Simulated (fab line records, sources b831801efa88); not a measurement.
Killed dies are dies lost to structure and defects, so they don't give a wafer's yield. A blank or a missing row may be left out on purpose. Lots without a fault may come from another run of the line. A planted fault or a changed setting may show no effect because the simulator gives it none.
Which tool did it? | flow gf180mcu | 13 lots, 39 wafers sampled, at 4 steps of a route of 602

WHAT THE GAUGES READ, wafer by wafer
GF_V5_BOW_MEAS_05.
lot  | measured     | on            | V5_BOW (um)
L825 | day 26 11:56 | film_metro-04 | 121 125 127
L826 | day 26 19:53 | film_metro-01 | 119 141 131
L827 | day 27 05:37 | film_metro-03 | 150 149 144
L828 | day 27 08:26 | film_metro-03 | 130 131 112
L829 | day 27 14:37 | film_metro-01 | 113 125 119
L831 | day 28 03:56 | film_metro-01 | 127 135 133
L838 | day 30 07:44 | film_metro-04 | 150 150 149
L839 | day 30 14:48 | film_metro-03 | 131 118 131
L842 | day 31 10:29 | film_metro-04 | 139 146 139
L845 | day 32 04:17 | film_metro-04 | 142 135 145
L846 | day 32 10:44 | film_metro-03 | 142 136 147
L847 | day 32 12:41 | film_metro-01 | 141 142 134
L848 | day 32 20:08 | film_metro-04 | 148 126 137

GF_PASSIVATION_THK_MEAS_03.
lot  | measured     | on            | PASSIVATION_CVD_02_THK (nm)
L825 | day 28 08:23 | film_metro-01 | 690 698 703
L826 | day 28 16:26 | film_metro-01 | 688 687 695
L827 | day 29 00:17 | film_metro-03 | 696 707 709
L828 | day 29 03:41 | film_metro-03 | 682 695 699
L829 | day 29 09:44 | film_metro-03 | 706 706 700
L831 | day 29 22:21 | film_metro-03 | 702 706 712
L838 | day 31 22:00 | film_metro-02 | 696 704 707
L839 | day 32 04:26 | film_metro-03 | 690 690 712
L842 | day 32 22:35 | film_metro-03 | 695 696 713
L845 | day 33 15:16 | film_metro-01 | 700 711 710
L846 | day 33 21:17 | film_metro-03 | 682 704 696
L847 | day 33 23:26 | film_metro-02 | 687 696 704
L848 | day 34 06:07 | film_metro-01 | 703 697 697

WHICH TOOL RAN EACH LOT (tool, then ch and the chambers of the sampled wafers, then the start)
lot  | GF_HV_LDD_ETCHBACK_58              | GF_TOP_METAL_SPUTTER_03
L825 | rie_diel-04 ch 0,3, day 12 17:44   | pvd_sputter-03, day 27 10:48
L826 | rie_diel-03 ch 0,2,3, day 13 00:19 | pvd_sputter-03, day 27 18:58
L827 | rie_diel-04 ch 1,2,3, day 13 07:18 | pvd_sputter-04, day 28 03:18
L828 | rie_diel-04 ch 0,2,3, day 13 12:15 | pvd_sputter-04, day 28 07:00
L829 | rie_diel-04 ch 1,2,3, day 13 17:23 | pvd_sputter-03, day 28 12:35
L831 | rie_diel-04 ch 0,2,3, day 14 08:08 | pvd_sputter-04, day 29 01:36
L838 | rie_diel-02 ch 0,1,2, day 16 19:31 | pvd_sputter-03, day 31 03:30
L839 | rie_diel-02 ch 2,3, day 17 01:44   | pvd_sputter-02, day 31 10:14
L842 | rie_diel-04 ch 1,2,3, day 18 03:31 | pvd_sputter-03, day 32 05:14
L845 | rie_diel-03 ch 0,3, day 19 03:17   | pvd_sputter-04, day 32 22:41
L846 | rie_diel-03 ch 1,2,3, day 19 13:10 | pvd_sputter-02, day 33 04:26
L847 | rie_diel-03 ch 0,1,2, day 19 19:25 | pvd_sputter-04, day 33 06:16
L848 | rie_diel-04 ch 0,1,3, day 20 03:31 | pvd_sputter-04, day 33 13:10
- GF_HV_LDD_ETCHBACK_58: etches Si3N4 in CH3F/O2, stops on SiO2, time 100 s, target depth 90 nm.
- GF_TOP_METAL_SPUTTER_03: material Ti, target thk 5 nm, time 3.3 s.

WHAT THE TOOLS THEMSELVES READ (means of the sampled wafers that have a number; where no wafer has one, the mark that the record gives instead)
GF_HV_LDD_ETCHBACK_58.
lot  | tool        | bias_w (W) | ch3f_flow_sccm (sccm) | drypump_motor_current_A (A) | oes_product_au (a.u.) | throttle_valve_pct (%)
L825 | rie_diel-04 | 80.09      | 40.02                 | 5.5                         | 0.830                 | 10.556
L826 | rie_diel-03 | 80.06      | 39.96                 | 5.2                         | 0.843                 | 10.560
L827 | rie_diel-04 | 79.94      | 40.02                 | 5.5                         | 0.847                 | 10.554
L828 | rie_diel-04 | 80.27      | 40.01                 | 5.3                         | 0.840                 | 10.563
L829 | rie_diel-04 | 80.11      | 40.00                 | 5.5                         | 0.833                 | 10.558
L831 | rie_diel-04 | 80.05      | 39.95                 | 5.3                         | 0.844                 | 10.569
L838 | rie_diel-02 | 80.24      | 40.00                 | 5.7                         | 0.842                 | 10.563
L839 | rie_diel-02 | 80.12      | 39.90                 | 5.4                         | 0.839                 | 10.568
L842 | rie_diel-04 | 80.07      | 39.95                 | 5.5                         | 0.851                 | 10.567
L845 | rie_diel-03 | 80.07      | 39.94                 | 5.5                         | 0.844                 | 10.559
L846 | rie_diel-03 | 79.99      | 39.81                 | 5.1                         | 0.843                 | 10.556
L847 | rie_diel-03 | 79.95      | 39.98                 | 5.1                         | 0.834                 | 10.574
L848 | rie_diel-04 | 79.96      | 39.98                 | 5.4                         | 0.842                 | 10.569

GF_TOP_METAL_SPUTTER_03.
lot  | tool           | throttle_valve_pct (%)
L825 | pvd_sputter-03 | 30.5
L826 | pvd_sputter-03 | 29.9
L827 | pvd_sputter-04 | 30.9
L828 | pvd_sputter-04 | 29.8
L829 | pvd_sputter-03 | 30.6
L831 | pvd_sputter-04 | 28.6
L838 | pvd_sputter-03 | 29.7
L839 | pvd_sputter-02 | 30.0
L842 | pvd_sputter-03 | 29.8
L845 | pvd_sputter-04 | 29.6
L846 | pvd_sputter-02 | 30.9
L847 | pvd_sputter-04 | 29.8
L848 | pvd_sputter-04 | 29.9

THE ANSWER, worked out from the rows above alone
Rule: what is usual is taken from the lots themselves. Put in order of their means at a reading, lots are off if they are a third of the lots or fewer, leave a main group of 4 or more, and stand apart from it by a gap of 3 or more times the standard deviation of the main group's means; of several such gaps the widest counts. A main group whose means are all the same, to the digits that the tables above print for the reading, isn't used. A lot without any number at a reading at which 4 lots or more have one is off too. The other lots that the step has rows for count as sound. The gauges are gone through in route order, then the tools' own readings, and for those a lot's mean is taken as printed above. The first step at which some lot is off is used, and at that step the reading that is off furthest; a lot without a number counts as furthest.
No lot is off at any reading shown: from this, nothing can be told.

WHAT THE SIMULATOR HAD PUT IN
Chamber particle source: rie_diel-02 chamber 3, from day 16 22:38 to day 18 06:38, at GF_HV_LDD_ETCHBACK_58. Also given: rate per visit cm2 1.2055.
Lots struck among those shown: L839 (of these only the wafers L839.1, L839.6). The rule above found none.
